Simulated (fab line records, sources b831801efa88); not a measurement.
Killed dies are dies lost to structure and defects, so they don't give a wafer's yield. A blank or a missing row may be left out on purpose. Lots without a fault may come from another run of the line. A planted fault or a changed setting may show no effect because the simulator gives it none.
A struck lot beside a sound one | flow sfq_line | 42 steps out of a route of 325
Sound: wafers L718.1, L718.3, L718.5. Struck: wafer L729.5. (L729.2, L729.3 of the same lot were not struck and are left out.) The cause comes at the end.
At each step with rows: each side's tool, then ch and its chambers, then its first start. Under that, the readings that differ: sound wafers | struck wafers | difference of the means | sigmas: that difference in standard deviations of wafers without a fault.
alike: readings whose means differ by less than 2 such deviations, and words and numbers that are the same on both sides. not compared: withheld readings, readings that some wafer has no value for, bounds like >300 that may hide the same value, and numbers for which the record gives no deviation and whose values overlap.
The two part at a step that has a row with sigmas, a row that says differs or no value, or rows on one side only. Numbers that don't overlap but have no deviation are shown without sigmas and don't part them. A reading that every wafer of one side lacks parts them only if that side has two wafers or more.

first, 6 steps without rows for these wafers: SFQ_TRILAYER_M6_LITHO_COAT_164 (resist thk 62 nm); SFQ_TRILAYER_M6_LITHO_COAT_159 (resist thk 600 nm); SFQ_TRILAYER_M6_LITHO_SOFTBAKE_163; SFQ_TRILAYER_M6_LITHO_EXPOSE_160 (exposes mask M6, target cd 500 nm); SFQ_TRILAYER_M6_LITHO_PEB_162 (peb time 60 s); SFQ_TRILAYER_M6_LITHO_DEVELOP_161 (time 60 s).
SFQ_M6_OVL_MEAS_940:
  sound on overlay-01, day 71 16:09; struck on overlay-02, day 77 07:42
  alike: M6_OVL
then, 2 steps without rows for these wafers: SFQ_TRILAYER_M6_BARC_OPEN_METAL_ETCH_206 (etches BARC in O2, target depth 125 nm, time 41.7 s); SFQ_TRILAYER_M6_ETCH_METAL_ETCH_162 (etches Nb in Cl2/Ar, stops on SiO2, target depth 240 nm, time 120 s).
SFQ_TRILAYER_M6_STRIP_STRIP_163: strips in O2.
  sound on rie_metal-01 ch 0,1, day 71 16:22; struck on rie_metal-04 ch 1, day 77 07:55
  alike: drypump_motor_current_A, oes_product_au
  not compared: rf_hours_counter_h
then, 1 step without rows for these wafers: SFQ_TRILAYER_M6_STRIP_SOLV_CLEAN_164 (cleans in NMP, time 600 s).
SFQ_TRILAYER_I6_DEP_PECVD_165: deposits SiO2 from SiH4/N2O, time 111.11 s, target thk 500 nm.
  sound on pecvd-02 ch 1,2, day 71 17:10; struck on pecvd-03 ch 2, day 77 08:41
  alike: heater_power_w, throttle_valve_pct
SFQ_TRILAYER_I6_CMP_CMP_166: polishes SiO2.
  sound on cmp-01 ch 0,1, day 71 17:50; struck on cmp-01 ch 3, day 77 14:22
  reading                                             | sound             | struck | difference | sigmas
  time_to_endpoint_s (s)                              | 207 220 214       | 275    | +61        | +8
  model.SiO2_of_TRILAYER_I6_DEP_PECVD_165.thk_nm (nm) | 200.7 200.5 199.2 | 303.2  | +103.1     |
  alike: motor_current_A
SFQ_I6_BOW_MEAS_941:
  sound on film_metro-02, day 71 20:50; struck on film_metro-01, day 77 15:53
  alike: I6_BOW
SFQ_TRILAYER_I6_METRO_MEASURE_167:
  sound on film_metro-02, day 71 20:58; struck on film_metro-01, day 77 16:11
  reading     | sound             | struck | difference | sigmas
  thk_nm (nm) | 201.0 200.5 199.4 | 303.4  | +103.1     | +79
then, 6 steps without rows for these wafers: SFQ_TRILAYER_I6_VIA_LITHO_COAT_174 (resist thk 62 nm); SFQ_TRILAYER_I6_VIA_LITHO_COAT_169 (resist thk 650 nm); SFQ_TRILAYER_I6_VIA_LITHO_SOFTBAKE_173; SFQ_TRILAYER_I6_VIA_LITHO_EXPOSE_170 (exposes mask I6, target cd 700 nm); SFQ_TRILAYER_I6_VIA_LITHO_PEB_172 (peb time 60 s); SFQ_TRILAYER_I6_VIA_LITHO_DEVELOP_171 (time 60 s).
-- the record jumps here: 3 days lie between the struck wafers' starts before and after --
SFQ_I6_OVL_MEAS_942:
  sound on overlay-02, day 75 16:28; struck on overlay-02, day 80 17:16
  alike: I6_OVL
then, 1 step without rows for these wafers: SFQ_TRILAYER_I6_VIA_BARC_OPEN_VIA_ETCH_235 (etches BARC in O2, target depth 125 nm, time 41.7 s).
SFQ_TRILAYER_I6_VIA_ETCH_VIA_ETCH_172: etches SiO2 in CHF3, stops on Nb, target depth 260 nm.
  sound on rie_diel-04 ch 1,2,3, day 75 16:32; struck on rie_diel-03 ch 1, day 80 17:20
  reading                        | sound             | struck | difference | sigmas
  oes_product_au (a.u.)          | 0.859 0.860 0.852 | 1.024  | +0.167     | +27
  model.etch.depth_nm (nm)       | 200.7 200.5 199.2 | 268.9  | +68.8      |
  model.I6.feature_depth_nm (nm) | 200.7 200.5 199.2 | 268.9  | +68.8      |
  alike: drypump_motor_current_A
SFQ_TRILAYER_I6_VIA_STRIP_STRIP_173: strips in O2.
  sound on rie_metal-04 ch 0,1, day 75 16:39; struck on rie_metal-03 ch 1, day 80 17:27
  reading               | sound             | struck | difference | sigmas
  oes_product_au (a.u.) | 1.014 1.010 1.007 | 0.983  | -0.027     | -2
  alike: drypump_motor_current_A
  not compared: rf_hours_counter_h
then, 1 step without rows for these wafers: SFQ_TRILAYER_I6_VIA_STRIP_SOLV_CLEAN_174 (cleans in NMP, time 600 s).
SFQ_TRILAYER_M7_DEP_PRE_CLEAN_176: time 22.5 s.
  sound on pvd_sputter-04, day 75 17:26; struck on pvd_sputter-06, day 80 18:14
  reading                                             | sound           | struck | difference | sigmas
  model.SiO2_of_TRILAYER_I6_DEP_PECVD_165.thk_nm (nm) | 193.2 193 191.7 | 295.7  | +103.1     |
SFQ_TRILAYER_M7_DEP_SPUTTER_175: material Nb, target thk 200 nm, time 133.3 s.
  sound on pvd_sputter-04, day 75 17:28; struck on pvd_sputter-06, day 80 18:16
  alike: throttle_valve_pct
SFQ_M7_RS_MEAS_943: measures by four-point-probe.
  sound on film_metro-03, day 75 17:33; struck on film_metro-03, day 80 18:22
  alike: M7_NB_RS
then, 6 steps without rows for these wafers: SFQ_TRILAYER_M7_LITHO_COAT_182 (resist thk 62 nm); SFQ_TRILAYER_M7_LITHO_COAT_177 (resist thk 600 nm); SFQ_TRILAYER_M7_LITHO_SOFTBAKE_181; SFQ_TRILAYER_M7_LITHO_EXPOSE_178 (exposes mask M7, target cd 500 nm); SFQ_TRILAYER_M7_LITHO_PEB_180 (peb time 60 s); SFQ_TRILAYER_M7_LITHO_DEVELOP_179 (time 60 s).
-- the record jumps here: 3 days lie between the struck wafers' starts before and after --
SFQ_M7_OVL_MEAS_945:
  sound on overlay-02, day 76 04:28; struck on overlay-02, day 83 11:31
  reading     | sound   | struck | difference | sigmas
  M7_OVL (nm) | -5 2 -5 | 12     | +15        | +3
then, 4 steps without rows for these wafers: SFQ_TRILAYER_M7_BARC_OPEN_METAL_ETCH_229 (etches BARC in O2, target depth 125 nm, time 41.7 s); SFQ_TRILAYER_M7_ETCH_METAL_ETCH_180 (etches Nb in Cl2/Ar, stops on SiO2, target depth 240 nm, time 120 s); SFQ_TRILAYER_M7_STRIP_STRIP_181 (strips in O2); SFQ_TRILAYER_M7_STRIP_SOLV_CLEAN_182 (cleans in NMP, time 600 s).
SFQ_TRILAYER_I7_DEP_PECVD_183: deposits SiO2 from SiH4/N2O, time 111.11 s, target thk 500 nm.
  sound on pecvd-03 ch 0,1, day 76 05:29; struck on pecvd-04 ch 1, day 83 12:30
  alike: heater_power_w, throttle_valve_pct
-- the record jumps here: 7 days lie between the struck wafers' starts before and after --
SFQ_M8_BOW_MEAS_951:
  sound on film_metro-03, day 77 22:43; struck on film_metro-03, day 90 13:22
  reading                 | sound            | struck | difference | sigmas
  model.etest.i6.link_ohm | 1.86 1.865 1.866 | 1e+06  | +1e+06     |
  alike: M8_BOW

WHERE THEY PART
First at SFQ_TRILAYER_I6_CMP_CMP_166; last, within this record, at SFQ_M7_OVL_MEAS_945. Later steps at which nothing parts them and some readings are alike: SFQ_TRILAYER_I7_DEP_PECVD_183, SFQ_M8_BOW_MEAS_951.

WHY: what the simulator had put in
Process parameter drift: cmp-01, from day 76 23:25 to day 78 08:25, at SFQ_TRILAYER_I6_CMP_CMP_166. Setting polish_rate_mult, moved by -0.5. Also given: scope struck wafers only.
